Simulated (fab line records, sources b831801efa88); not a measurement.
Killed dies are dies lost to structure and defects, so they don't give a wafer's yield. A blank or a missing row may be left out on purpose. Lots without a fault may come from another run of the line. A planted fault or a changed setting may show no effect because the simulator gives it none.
One fault seen from 2 desks | flow gf180mcu | each desk has only its own numbers; what lay behind them comes last

THE TOOL OWNER'S DESK: pecvd-01
The tool's own readings at GF_V1_CVD_02 (deposits SiO2 from TEOS, target thk 850 nm, time 94.851 s): means of the sampled wafers that have a number, for each lot that ran on this tool. A lot is out of limits, marked OUT, if its mean lies more than 4 standard deviations from the usual mean; the brackets give that distance.
Columns: A = heater_power_w at GF_V1_CVD_02, usual 651 W; B = run_length_s at GF_V1_CVD_02, usual 122.4 s
lot  | first seen here | A   | B
L617 | day 19 11:32    | 595 | 121.6
L618 | day 19 20:31    | 633 | 122.2
L619 | day 20 07:58    | 571 | 121.8
L621 | day 21 00:59    | 653 | 122.2
L622 | day 21 15:47    | 586 | 116.9 (-7.8) OUT
L624 | day 22 04:13    | 605 | 112.0 (-15) OUT
This desk's finding: out of limits on L622, L624; first on L622, day 21 15:47 (run_length_s at GF_V1_CVD_02). In limits: L617, L618, L619, L621.

THE METROLOGY DESK
What the gauges read, lot by lot, whatever tool the lot ran on: means of the sampled wafers that have a number. A lot is out of limits, marked OUT, if its mean lies more than 4 standard deviations from the usual mean; the brackets give that distance.
Columns: A = CONTACT_BOW at GF_CONTACT_BOW_MEAS_05, usual 64 um; B = V1_CVD_02_THK at GF_V1_THK_MEAS_03, usual 851 nm
lot  | first seen here | A  | B
L613 | day 15 22:55    | 60 | 858
L617 | day 17 09:47    | 65 | 857
L618 | day 17 18:12    | 65 | 854
L619 | day 18 05:05    | 67 | 852
L620 | day 18 14:43    | 61 | 844
L621 | day 18 23:14    | 65 | 869
L622 | day 19 13:25    | 64 | 815
L624 | day 20 02:28    | 60 | 758 (-6.6) OUT
L631 | day 22 12:26    | 56 | 841
L633 | day 23 01:34    | 64 | 847
L634 | day 23 06:08    | 61 | 823
This desk's finding: out of limits on L624; first on L624, day 22 04:16 (V1_CVD_02_THK at GF_V1_THK_MEAS_03). In limits: L613, L617, L618, L619, L620, L621, L622, L631, L633, L634.

PUT TOGETHER
The tool owner's desk could have raised an alarm at day 21 15:47, on L622, L624.
The metrology desk could have raised an alarm at day 22 04:16, on L624.
The metrology desk has L622 on record, within its limits.
Of the lots named, all ran GF_V1_CVD_02 on pecvd-01.

WHAT THE SIMULATOR HAD PUT IN
Process parameter drift: pecvd-01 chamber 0, from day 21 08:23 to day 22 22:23, at GF_V1_CVD_02. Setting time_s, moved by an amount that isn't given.
Lots struck among those shown: L622, L624.
Hours from the fault's start to each desk's first reading out of limits: the tool owner's desk, 7; the metrology desk, 20.
